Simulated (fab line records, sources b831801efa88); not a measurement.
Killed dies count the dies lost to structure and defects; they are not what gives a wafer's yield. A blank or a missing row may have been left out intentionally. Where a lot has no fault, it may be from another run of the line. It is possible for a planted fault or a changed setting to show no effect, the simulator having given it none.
fab line records | flow sky130 | part 1 of 2: steps 1 to 42 of 43
record: lots: 6 wafers: 18 last-day: 50
route steps=708 shown VIA3@585 METAL4@598 CAP2M@603 PAD_OPEN@708
lots that met no fault: from a run of the same line without faults
start-h: the number of hours between the record's first day and the start of the first shown wafer of the lot | wait-h: time in hours since the lot's previous step | " unchanged from the row above | L1.1+2: a single row standing in for several wafers | - no value present, or no start provided | * or withheld: withheld | < > ~ a bound
route shown NAME@n: NAME is a module with steps in the file, n the number in the route of the first one | usual: mean and standard deviation over wafers with no fault | same: alike in all rows | chamber/n: place in a boat | sites: readings site by site | _std_site: the values' standard deviation | _edge_site: mean of outer sites minus mean of inner sites | radius-mm: for every site, how far away it sits from the centre of the wafer | mask NAME#n: copy n | behind: tool/chamber where the wafer was last shaped | hold: reason for holding the lot/hours on hold/outcome of the hold | device: which transistor (n, p or np) failed to switch | end of line: the route-end tests of the same wafers | step lacking rows: just its recipe | killed: dies lost to structure and defects at the first sort, not the wafer's yield | map: per-die view of a wafer (x killed, . not killed, _ where there is no die)
set.NAME: the setting the step ran with; set.NAME@STEP: the setting that earlier step ran with | model.NAME: the simulator's own value behind a step, which no gauge read
certain route steps with their lots: each step a table, each wafer a row
services: from which hour (start-h, from the record's first day; less than 0 if before it) a tool's chamber was out of use, for how many hours, and why
== steps ==
step: SKY_VIA3_CD_MEAS_12
recipe: target-cd-nm: 200
usual: cd-nm: 200.3/1.2
columns lot.wafer tool chamber start-h wait-h cd-nm
L613.2 cd-sem-02 - 940.71 - 200.2
L613.5 " - " " 199.6
L613.6 " - " " 200.1
L614.1 cd-sem-02 - 943.27 - 200.1
L614.5 " - " " 198.5
L614.6 " - " " 198.5
L616.2 cd-sem-01 - 954.56 - 199.5
L616.3 " - " " 201.2
L616.4 " - " " 200.9
L624.2 cd-sem-01 - 1012.96 - 199.6
L624.3 " - " " 199.9
L624.4 " - " " 198.2
L627.2 cd-sem-02 - 1048.68 - 200.7
L627.3 " - " " 199.9
L627.5 " - " " 200.9
L633.1 cd-sem-01 - 1075.04 - 200.7
L633.2 " - " " 201.3
L633.6 " - " " 202.4
step: SKY_VIA3_OVL_MEAS_13
usual: VIA3_OVL: 1/5
columns lot.wafer tool chamber start-h wait-h VIA3_OVL[nm]
L613.2 overlay-01 - 940.81 0.1 -3
L613.5 " - " " 3
L613.6 " - " " 3
L614.1 overlay-01 - 943.39 0.1 5
L614.5 " - " " 5
L614.6 " - " " 2
L616.2 overlay-02 - 954.66 0.1 2
L616.3 " - " " -4
L616.4 " - " " 0
L624.2 overlay-02 - 1013.07 0.1 5
L624.3 " - " " 4
L624.4 " - " " 5
L627.2 overlay-01 - 1048.78 0.1 7
L627.3 " - " " -5
L627.5 " - " " 5
L633.1 overlay-02 - 1075.16 0.1 -7
L633.2 " - " " -5
L633.6 " - " " -6
step: SKY_VIA3_ETCH_14
recipe: chemistry: N2/H2 target: BARC ion-energy-ev: 200 source-w: 500 bias-w: 100 pressure-mtorr: 30 n2-flow-sccm: 100 h2-flow-sccm: 200 stop-on: SiO2 time-s: 45.9 target-depth-a: 600
step: SKY_VIA3_ETCH_15
recipe: target: SiO2 chemistry: C4F8/O2/Ar target-depth-nm: 507 stop-on: TiN mask-material: KrF-thick source-w: 1500 bias-w: 1200 pressure-mtorr: 40 c4f8-flow-sccm: withheld O2_flow_sccm: 6 Ar_flow_sccm: 300 time-s: 78
step: SKY_VIA3_STRIP_16
recipe: chemistry: O2/N2 power-w: 1400 pressure-mtorr: 1500 platen-temp-c: withheld o2-flow-sccm: 3000 n2-flow-sccm: 300 overash-fraction: 0.5
step: SKY_VIA3_STRIP_17
recipe: chemistry: post-etch-residue-remover time-s: 1200 temp-c: 72.5
step: SKY_VIA3_CLEAN_18
recipe: chemistry: IPA time-s: 180 temp-c: 25
step: SKY_VIA3_CLEAN_19
recipe: chemistry: O3/DIW dry: n2-spin
step: SKY_VIA3_SPUTTER_20
recipe: material: TiN target-thk-nm: 20 chamber-pressure-pa: 5 power-w: 4000 time-s: 80
step: SKY_VIA3_CVD_21
recipe: material: W target-thk-nm: 390 time-s: 117.31 temp-c: 400 pressure-torr: 40
step: SKY_VIA3_RS_MEAS_22
recipe: thk-meas-gauge: four-point-probe reads: W_of_VIA3_CVD_21+TiN_of_VIA3_SPUTTER_20
usual: VIA3_W_RS: 0.2962/0.0027
columns lot.wafer tool chamber start-h wait-h VIA3_W_RS[ohm/sq]
L613.2 film-metro-01 - 941.74 0.1 0.2934
L613.5 " - " " 0.2938
L613.6 " - " " 0.2969
L614.1 film-metro-03 - 944.35 0.1 0.2940
L614.5 " - " " 0.2951
L614.6 " - " " 0.2914
L616.2 film-metro-03 - 955.60 0.1 0.2918
L616.3 " - " " 0.2923
L616.4 " - " " 0.2920
L624.2 film-metro-03 - 1013.99 0.1 0.2985
L624.3 " - " " 0.2953
L624.4 " - " " 0.2999
L627.2 film-metro-02 - 1049.82 0.1 0.3013
L627.3 " - " " 0.2983
L627.5 " - " " 0.2976
L633.1 film-metro-02 - 1076.40 0.1 0.2957
L633.2 " - " " 0.2967
L633.6 " - " " 0.2950
step: SKY_VIA3_THK_MEAS_23
recipe: thk-meas-gauge: xrf reads: W_of_VIA3_CVD_21
usual: VIA3_W_THK: 381/5.4
columns lot.wafer tool chamber start-h wait-h VIA3_W_THK[nm]
L613.2 film-metro-01 - 941.85 0.1 386
L613.5 " - " " 388
L613.6 " - " " 382
L614.1 film-metro-03 - 944.47 0.1 387
L614.5 " - " " 387
L614.6 " - " " 393
L616.2 film-metro-03 - 955.71 0.1 394
L616.3 " - " " 388
L616.4 " - " " 392
L624.2 film-metro-03 - 1014.10 0.1 373
L624.3 " - " " 378
L624.4 " - " " 373
L627.2 film-metro-02 - 1049.93 0.1 377
L627.3 " - " " 377
L627.5 " - " " 377
L633.1 film-metro-02 - 1076.52 0.1 378
L633.2 " - " " 377
L633.6 " - " " 381
step: SKY_VIA3_CMP_24
recipe: stop-on: SiO2 t-overpolish-s: 20 down-force-psi: 3.5 platen-rpm: 60 target-thk-nm: 0 pad-velocity-m-s: 0.94248
usual: motor-current-A: 10.6/0.82 overpolish-run-s: 20.001/0.0096 time-to-endpoint-s: 93/3.7
columns lot.wafer tool chamber start-h wait-h motor-current-A overpolish-run-s time-to-endpoint-s
L613.2 cmp-01 1 941.90 0.0 11.2 20.008 94
L613.5 " 1 " " 11.5 19.996 93
L613.6 " 2 " " 10.5 19.982 93
L614.1 cmp-02 2 944.58 0.1 11.6 20.014 95
L614.5 " 1 " " 9.3 19.983 90
L614.6 " 2 " " 12.1 20.001 95
L616.4 cmp-01 1 955.81 0.1 11.4 19.995 96
L616.2 " 2 " " 10.5 20.015 98
L616.3 " 3 " " 10.2 19.994 93
L624.3 cmp-02 2 1014.15 0.0 12.0 20.012 92
L624.4 " 3 " " 9.9 19.990 88
L624.2 " 0 " " 10.5 19.993 89
L627.2 cmp-02 0 1049.98 0.0 10.1 20.004 99
L627.3 " 2 " " 12.5 20.010 100
L627.5 " 0 " " 10.5 20.010 97
L633.1 cmp-01 1 1076.58 0.1 11.2 20.017 87
L633.2 " 0 " " 10.6 19.987 87
L633.6 " 1 " " 11.8 20.004 89
step: SKY_METAL4_SPUTTER_00
recipe: material: Ti target-thk-nm: 15 power-w: 3000 time-s: 10 chamber-pressure-pa: 0.4
usual: throttle-valve-pct: 29.6/1.1
columns lot.wafer tool chamber start-h wait-h throttle-valve-pct
L613.2 pvd-sputter-02 - 942.20 0.2 30.7
L613.5 " - " " 28.5
L613.6 " - " " 30.2
L614.1 pvd-sputter-04 - 944.83 0.2 30.8
L614.5 " - " " 29.9
L614.6 " - " " 31.0
L616.2 pvd-sputter-01 - 956.06 0.1 28.5
L616.3 " - " " 31.1
L616.4 " - " " 28.8
L624.2 pvd-sputter-04 - 1014.45 0.1 29.1
L624.3 " - " " 31.2
L624.4 " - " " 30.8
L627.2 pvd-sputter-04 - 1050.28 0.2 30.7
L627.3 " - " " 29.9
L627.5 " - " " 30.0
L633.1 pvd-sputter-01 - 1076.88 0.2 28.5
L633.2 " - " " 30.9
L633.6 " - " " 28.7
step: SKY_METAL4_SPUTTER_01
recipe: material: TiN target-thk-nm: 20 power-w: 6500 time-s: 16.7 chamber-pressure-pa: 0.4
step: SKY_METAL4_SPUTTER_02
recipe: material: AlCu target-thk-nm: 735 power-w: 10600 time-s: 39.1 chamber-pressure-pa: 0.4098
step: SKY_METAL4_SPUTTER_03
recipe: material: Ti target-thk-nm: 5 power-w: 3000 time-s: 3.3 chamber-pressure-pa: 0.4
usual: throttle-valve-pct: 29.6/1.1
columns lot.wafer tool chamber start-h wait-h throttle-valve-pct
L613.2 pvd-sputter-02 - 942.29 0.0 30.7
L613.5 " - " " 28.6
L613.6 " - " " 30.1
L614.1 pvd-sputter-04 - 944.91 0.0 30.7
L614.5 " - " " 30.0
L614.6 " - " " 31.3
L616.2 pvd-sputter-01 - 956.14 0.0 28.6
L616.3 " - " " 30.9
L616.4 " - " " 28.8
L624.2 pvd-sputter-04 - 1014.54 0.0 29.0
L624.3 " - " " 31.1
L624.4 " - " " 30.7
L627.2 pvd-sputter-04 - 1050.36 0.0 30.7
L627.3 " - " " 30.0
L627.5 " - " " 30.1
L633.1 pvd-sputter-01 - 1076.97 0.0 28.4
L633.2 " - " " 31.2
L633.6 " - " " 28.9
step: SKY_METAL4_SPUTTER_04
recipe: material: TiN target-thk-nm: 70 power-w: 6500 time-s: 58.3 chamber-pressure-pa: 0.4
step: SKY_CAP2M_CVD_00
recipe: material: SiO2 target-thk-nm: 15.5 temp-c: 400 time-s: withheld rf-w: 450
usual: heater-power-w: 681/76
columns lot.wafer tool chamber start-h wait-h heater-power-w
L613.2 pecvd-03 1 942.35 0.0 759
L613.5 " 2 " " 676
L613.6 " 0 " " 748
L614.1 pecvd-02 0 944.98 0.0 614
L614.5 " 0 " " 603
L614.6 " 2 " " 643
L616.2 pecvd-02 1 956.21 0.0 789
L616.3 " 0 " " 694
L616.4 " 1 " " 818
L624.2 pecvd-01 0 1014.62 0.0 634
L624.3 " 0 " " 659
L624.4 " 0 " " 650
L627.2 pecvd-02 2 1050.43 0.0 601
L627.3 " 1 " " 753
L627.5 " 1 " " 749
L633.1 pecvd-03 0 1077.04 0.0 769
L633.2 " 2 " " 737
L633.6 " 1 " " 787
step: SKY_CAP2M_THK_MEAS_01
recipe: reads: SiO2_of_CAP2M_CVD_00
usual: CAP2M_CVD_00_THK: 15.52/0.22
columns lot.wafer tool chamber start-h wait-h CAP2M_CVD_00_THK[nm]
L613.2 film-metro-02 - 942.38 - 15.17
L613.5 " - " " 15.59
L613.6 " - " " 15.37
L614.1 film-metro-02 - 945.00 - 15.02
L614.5 " - " " 15.27
L614.6 " - " " 15.41
L616.2 film-metro-02 - 956.24 - 15.63
L616.3 " - " " 15.66
L616.4 " - " " 15.87
L624.2 film-metro-04 - 1014.68 - 15.37
L624.3 " - " " 15.48
L624.4 " - " " 15.69
L627.2 film-metro-04 - 1050.46 - 15.41
L627.3 " - " " 15.38
L627.5 " - " " 15.57
L633.1 film-metro-03 - 1077.06 - 15.26
L633.2 " - " " 15.65
L633.6 " - " " 15.45
step: SKY_CAP2M_SPUTTER_02
recipe: material: TiN target-thk-nm: 200 temp-c: 300 power-w: 6500 time-s: 166.7 chamber-pressure-pa: 0.4
usual: throttle-valve-pct: 30.0/0.85
columns lot.wafer tool chamber start-h wait-h throttle-valve-pct
L613.2 pvd-sputter-04 - 942.43 0.0 31.2
L613.5 " - " " 30.5
L613.6 " - " " 30.2
L614.1 pvd-sputter-03 - 945.06 0.1 29.9
L614.5 " - " " 30.2
L614.6 " - " " 29.7
L616.2 pvd-sputter-02 - 956.29 0.0 27.9
L616.3 " - " " 30.4
L616.4 " - " " 30.8
L624.2 pvd-sputter-02 - 1014.73 0.0 30.7
L624.3 " - " " 30.0
L624.4 " - " " 28.5
L627.2 pvd-sputter-03 - 1050.51 0.0 30.6
L627.3 " - " " 30.2
L627.5 " - " " 31.2
L633.1 pvd-sputter-02 - 1077.12 0.1 28.7
L633.2 " - " " 28.3
L633.6 " - " " 28.4
step: SKY_CAP2M_RS_MEAS_03
recipe: thk-meas-gauge: four-point-probe reads: TiN_of_CAP2M_SPUTTER_02
usual: CAP2M_TIN_RS: 6.94/0.077
columns lot.wafer tool chamber start-h wait-h CAP2M_TIN_RS[ohm/sq]
L613.2 film-metro-04 - 942.56 0.1 6.87
L613.5 " - " " 6.90
L613.6 " - " " 6.86
L614.1 film-metro-04 - 945.17 0.1 6.94
L614.5 " - " " 6.94
L614.6 " - " " 6.97
L616.2 film-metro-04 - 956.42 0.1 6.90
L616.3 " - " " 6.96
L616.4 " - " " 6.90
L624.2 film-metro-03 - 1014.86 0.1 6.95
L624.3 " - " " 6.98
L624.4 " - " " 6.96
L627.2 film-metro-04 - 1050.64 0.1 6.92
L627.3 " - " " 6.87
L627.5 " - " " 6.93
L633.1 film-metro-03 - 1077.23 0.1 7.12
L633.2 " - " " 7.09
L633.6 " - " " 7.11
step: SKY_CAP2M_THK_MEAS_04
recipe: thk-meas-gauge: xrf reads: TiN_of_CAP2M_SPUTTER_02
usual: CAP2M_TIN_THK: 198.3/2.5
columns lot.wafer tool chamber start-h wait-h CAP2M_TIN_THK[nm]
L613.2 film-metro-04 - 942.67 0.1 201.6
L613.5 " - " " 201.2
L613.6 " - " " 201.3
L614.1 film-metro-04 - 945.29 0.1 199.3
L614.5 " - " " 200.1
L614.6 " - " " 198.8
L616.2 film-metro-04 - 956.53 0.1 200.8
L616.3 " - " " 199.2
L616.4 " - " " 201.1
L624.2 film-metro-03 - 1014.97 0.1 196.2
L624.3 " - " " 196.5
L624.4 " - " " 196.1
L627.2 film-metro-04 - 1050.75 0.1 200.3
L627.3 " - " " 201.5
L627.5 " - " " 199.2
L633.1 film-metro-03 - 1077.35 0.1 193.0
L633.2 " - " " 193.8
L633.6 " - " " 193.3
step: SKY_CAP2M_DEHYDRATE_05
recipe: temp-c: 200 time-s: 60
step: SKY_CAP2M_HMDS_06
recipe: prime-time-s: 60 prime-temp-c: 120
step: SKY_CAP2M_COAT_07
recipe: resist: NOVOLAK spin-rpm: 3000 resist-thk-nm: 1140
step: SKY_CAP2M_SOFTBAKE_08
recipe: temp-c: 90 time-s: 60 resist: NOVOLAK
step: SKY_CAP2M_EXPOSE_09
recipe: mask-id: CAP2M na: 0.6 source-shape: conventional sigma-outer: 0.6 polarization: unpolarized target-cd-nm: 1000 dose-mj: 159
step: SKY_CAP2M_PEB_10
recipe: temp-c: withheld time-s: * resist: NOVOLAK
step: SKY_CAP2M_DEVELOP_11
recipe: resist: NOVOLAK developer: TMAH develop-time-s: 60 dev-temp-c: 23
step: SKY_CAP2M_OVL_MEAS_12
usual: CAP2M_OVL: -1.0/1.1
columns lot.wafer tool chamber start-h wait-h CAP2M_OVL[nm]
L613.2 overlay-02 - 965.49 0.1 -1.1
L613.5 " - " " -1.3
L613.6 " - " " -1.6
L614.1 overlay-02 - 968.57 0.1 0.4
L614.5 " - " " 2.2
L614.6 " - " " 1.9
L616.2 overlay-02 - 981.09 0.1 0.1
L616.3 " - " " -1.4
L616.4 " - " " -0.4
L624.2 overlay-01 - 1036.02 0.1 -0.3
L624.3 " - " " -0.5
L624.4 " - " " -0.8
L627.2 overlay-01 - 1071.83 0.1 -2.1
L627.3 " - " " -1.0
L627.5 " - " " -0.7
L633.1 overlay-01 - 1097.49 0.1 -0.5
L633.2 " - " " -1.5
L633.6 " - " " -2.6
step: SKY_CAP2M_METAL_ETCH_13
recipe: target-depth-nm: 220 stop-on: SiO2 chemistry: Cl2/BCl3 target: TiN pressure-mtorr: 10 icp-w: 900 bias-w: 48.5 Cl2_flow_sccm: 60 bcl3-flow-sccm: 30 time-s: 62.9
step: SKY_CAP2M_STRIP_14
recipe: chemistry: O2/N2 power-w: 1400 pressure-mtorr: 1500 platen-temp-c: withheld o2-flow-sccm: 3000 n2-flow-sccm: 300 overash-fraction: 0.5
usual: drypump-motor-current-A: 5.7/0.38 oes-product-au: 0.710/0.0042 strip-time-to-endpoint-s: 12.65/0.049
columns lot.wafer tool chamber start-h wait-h drypump-motor-current-A oes-product-au rf-hours-counter-h strip-time-to-endpoint-s
L613.2 plasma-asher-02 1 965.60 0.1 5.6 0.712 80 12.68
L613.5 " 1 " " 5.6 0.712 - 12.69
L613.6 " 0 " " 5.3 0.711 - 12.66
L614.1 plasma-asher-02 0 968.68 0.1 5.2 0.711 80 12.73
L614.5 " 1 " " 5.6 0.707 - 12.75
L614.6 " 0 " " 5.3 0.713 - 12.75
L616.2 plasma-asher-02 1 981.20 0.1 5.6 0.707 82 12.59
L616.3 " 0 " " 5.3 0.716 - 12.55
L616.4 " 1 " " 5.6 0.708 - 12.62
L624.2 plasma-asher-04 1 1036.13 0.1 6.1 0.706 124 12.60
L624.3 " 1 " " 6.1 0.712 - 12.61
L624.4 " 0 " " 5.7 0.710 - 12.64
L627.2 plasma-asher-01 0 1071.93 0.1 5.7 0.709 30 12.60
L627.3 " 1 " " 6.6 0.703 - 12.64
L627.5 " 1 " " 6.6 0.709 - 12.62
L633.1 plasma-asher-01 0 1097.60 0.1 5.8 0.710 34 12.64
L633.2 " 1 " " 6.6 0.706 34 12.67
L633.6 " 0 " " 5.7 0.709 - 12.64
step: SKY_CAP2M_STRIP_15
recipe: chemistry: post-etch-residue-remover time-s: 1200 temp-c: 72.5
step: SKY_CAP2M_CLEAN_16
recipe: chemistry: IPA time-s: 180 temp-c: 25
step: SKY_CAP2M_CLEAN_17
recipe: chemistry: O3/DIW dry: n2-spin
step: SKY_METAL4_DEHYDRATE_05
recipe: temp-c: 200 time-s: 60
step: SKY_METAL4_HMDS_06
recipe: prime-time-s: 60 prime-temp-c: 119.6
step: SKY_METAL4_COAT_07
recipe: resist: BARC temp-c: withheld time-s: withheld spin-rpm: 3000 resist-thk-nm: 60
step: SKY_METAL4_COAT_08
recipe: resist: KrF-thick spin-rpm: 3000 resist-thk-nm: 1140
step: SKY_METAL4_SOFTBAKE_09
recipe: temp-c: 100 time-s: 90 resist: KrF-thick
step: SKY_METAL4_EXPOSE_10
recipe: mask-id: MM4 na: 0.68 source-shape: annular sigma-inner: 0.4 sigma-outer: 0.8 target-cd-nm: 300 dose-mj: 28
